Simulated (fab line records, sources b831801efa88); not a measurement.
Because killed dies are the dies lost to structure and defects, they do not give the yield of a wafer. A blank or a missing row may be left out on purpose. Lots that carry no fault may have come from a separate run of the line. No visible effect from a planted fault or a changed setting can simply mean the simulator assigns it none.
Chamber matching :: flow sky130 :: 4 sister chambers for SKY_METAL3_ETCH_17 on rie-diel-01
The step etches SiO2 in C4F8/O2/Ar, stops on TiN, time 3.9 s, target depth 15 nm. 16 wafers are shown with their chamber, then 8 later ones without.

== WAFERS WITH THEIR CHAMBER ==
wafer: L079.1
chamber: 3
oes-product-au (a.u.): 0.763

wafer: L079.3
chamber: 2
oes-product-au (a.u.): 0.742

wafer: L079.4
chamber: 1
oes-product-au (a.u.): 0.760

wafer: L082.1
chamber: 1
oes-product-au (a.u.): 0.758

wafer: L082.2
chamber: 2
oes-product-au (a.u.): 0.763

wafer: L082.3
chamber: 3
oes-product-au (a.u.): 0.767

wafer: L082.4
chamber: 0
oes-product-au (a.u.): 0.773

wafer: L082.5
chamber: 0
oes-product-au (a.u.): 0.769

wafer: L082.6
chamber: 1
oes-product-au (a.u.): 0.763

wafer: L086.2
chamber: 1
oes-product-au (a.u.): 0.735

wafer: L086.3
chamber: 2
oes-product-au (a.u.): 0.746

wafer: L086.4
chamber: 3
oes-product-au (a.u.): 0.747

wafer: L087.4
chamber: 0
oes-product-au (a.u.): 0.758

wafer: L087.5
chamber: 2
oes-product-au (a.u.): 0.758

wafer: L087.6
chamber: 1
oes-product-au (a.u.): 0.760

wafer: L091.1
chamber: 1
oes-product-au (a.u.): 0.747

SIGNATURES, as means of the wafers listed above
reading: oes-product-au
chamber 0: 0.76667
chamber 1: 0.75383
chamber 2: 0.75225
chamber 3: 0.75900
scatter within a chamber: 0.0101
Rule: a wafer lies at a distance from a chamber equal to the root of the sum of squares, over the readings, of (its reading less the chamber's mean, divided by the reading's scatter). If the next closest chamber is less than 2 further off than the closest, the wafer can't be placed; otherwise it belongs to the closest. The scatter: take each reading less its chamber's mean, square it, sum over the shown wafers, divide by the number of wafers less the number of chambers, and take the root.

== WAFERS WITHOUT THEIR CHAMBER ==
wafer: L091.2
oes-product-au (a.u.): 0.754

wafer: L091.5
oes-product-au (a.u.): 0.749

wafer: L093.1
oes-product-au (a.u.): 0.749

wafer: L093.2
oes-product-au (a.u.): 0.747

wafer: L093.5
oes-product-au (a.u.): 0.745

wafer: L095.2
oes-product-au (a.u.): 0.748

wafer: L095.3
oes-product-au (a.u.): 0.755

wafer: L095.6
oes-product-au (a.u.): 0.748

== CHAMBER TAKEN BY EACH ==
wafer: L091.2
from the rows above: can't be placed: 1 or 2 or 3 or 0
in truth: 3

wafer: L091.5
from the rows above: can't be placed: 2 or 1 or 3 or 0
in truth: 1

wafer: L093.1
from the rows above: can't be placed: 2 or 1 or 3 or 0
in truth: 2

wafer: L093.2
from the rows above: can't be placed: 2 or 1 or 3 or 0
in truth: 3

wafer: L093.5
from the rows above: can't be placed: 2 or 1 or 3 or 0
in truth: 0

wafer: L095.2
from the rows above: can't be placed: 2 or 1 or 3 or 0
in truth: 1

wafer: L095.3
from the rows above: can't be placed: 1 or 2 or 3 or 0
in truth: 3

wafer: L095.6
from the rows above: can't be placed: 2 or 1 or 3 or 0
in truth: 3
Correct placement for 0 of the 8. Can't be placed from these rows: 8 (the true chamber is among the candidates in 8). 0 placed wrongly.
